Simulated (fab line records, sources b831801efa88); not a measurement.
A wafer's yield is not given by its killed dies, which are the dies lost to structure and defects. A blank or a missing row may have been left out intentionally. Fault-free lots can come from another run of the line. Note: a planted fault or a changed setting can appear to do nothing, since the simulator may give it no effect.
2 desks, one fault ; flow sky130 ; what lay behind the numbers comes last; until then each desk has only its own

## METROLOGY DESK
What the gauges read, lot by lot, whatever tool the lot ran on: means of the sampled wafers that have a number. If a lot's mean is further than 4 standard deviations from the usual mean, the lot is out of limits and carries the mark OUT (the distance appears in the brackets).
Columns: A = FIELD_ISO_OXIDATION_00_THK at SKY_FIELD_ISO_THK_MEAS_02, usual 11.96 nm; B = LDD_P_TW at SKY_LDD_P_TW_MEAS_11, usual 634
lot;first seen here;A;B
L420;day 1 16:58;12.21;631
L421;day 1 22:52;11.90;632
L423;day 2 09:56;11.59;630
L425;day 2 18:14;12.09;631
L426;day 3 00:55;12.40;632
L427;day 3 07:47;12.08;634
L434;day 4 18:08;12.04;30 (-96) OUT
L435;day 4 21:10;11.99;30 (-96) OUT
L437;day 5 07:06;12.16;630
L438;day 5 13:10;12.31;627
L439;day 5 17:39;11.96;642
L440;day 5 22:54;11.78;632
L441;day 6 03:54;11.92;641
L442;day 6 07:34;11.91;629
This desk finds L434, L435 out of limits, with the earliest case on L434 at day 25 05:16 (LDD_P_TW at SKY_LDD_P_TW_MEAS_11). Within limits: L420, L421, L423, L425, L426, L427, L437, L438, L439, L440, L441, L442.

## TOOL OWNER'S DESK, plasma-asher-04
The tool's own readings at SKY_LDD_N_STRIP_16 (strips in O2/N2): means of the sampled wafers that have a number, for each lot that ran on this tool. If a lot's mean is further than 4 standard deviations from the usual mean, the lot is out of limits and carries the mark OUT (the distance appears in the brackets).
Columns: A = chamber-pressure-mTorr at SKY_LDD_N_STRIP_16, usual 1500.0 mTorr; B = drypump-motor-current-A at SKY_LDD_N_STRIP_16, usual 5.77 A; C = oes-product-au at SKY_LDD_N_STRIP_16, usual 0.407 a.u.; D = strip-time-to-endpoint-s at SKY_LDD_N_STRIP_16, usual 4.326 s
lot;first seen here;A;B;C;D
L425;day 21 00:26;1499.3;5.78;0.410;4.318
L438;day 25 00:10;1499.1;5.77;0.407;4.307
L439;day 25 09:22;1500.2;5.73;0.402;4.321
L441;day 25 18:47;1499.7;5.77;0.405;4.326
L442;day 26 01:01;1499.4;5.74;0.408;4.340
This desk found nothing out of limits on any of the 5 lots.

## TAKEN TOGETHER
At day 25 05:16 the metrology desk could have sounded an alarm, on L434, L435.
The desk of the tool owner found nothing out of limits.
The tool owner's desk has no number on record for L434, L435.
SKY_LDD_N_STRIP_16 was run on plasma-asher-04 by each of the lots named.

## WHAT THE SIMULATOR HAD INSERTED
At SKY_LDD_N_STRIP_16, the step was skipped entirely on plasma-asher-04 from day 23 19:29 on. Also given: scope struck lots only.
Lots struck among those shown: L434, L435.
Hours from the fault's start to each desk's first reading out of limits: the metrology desk, 34.
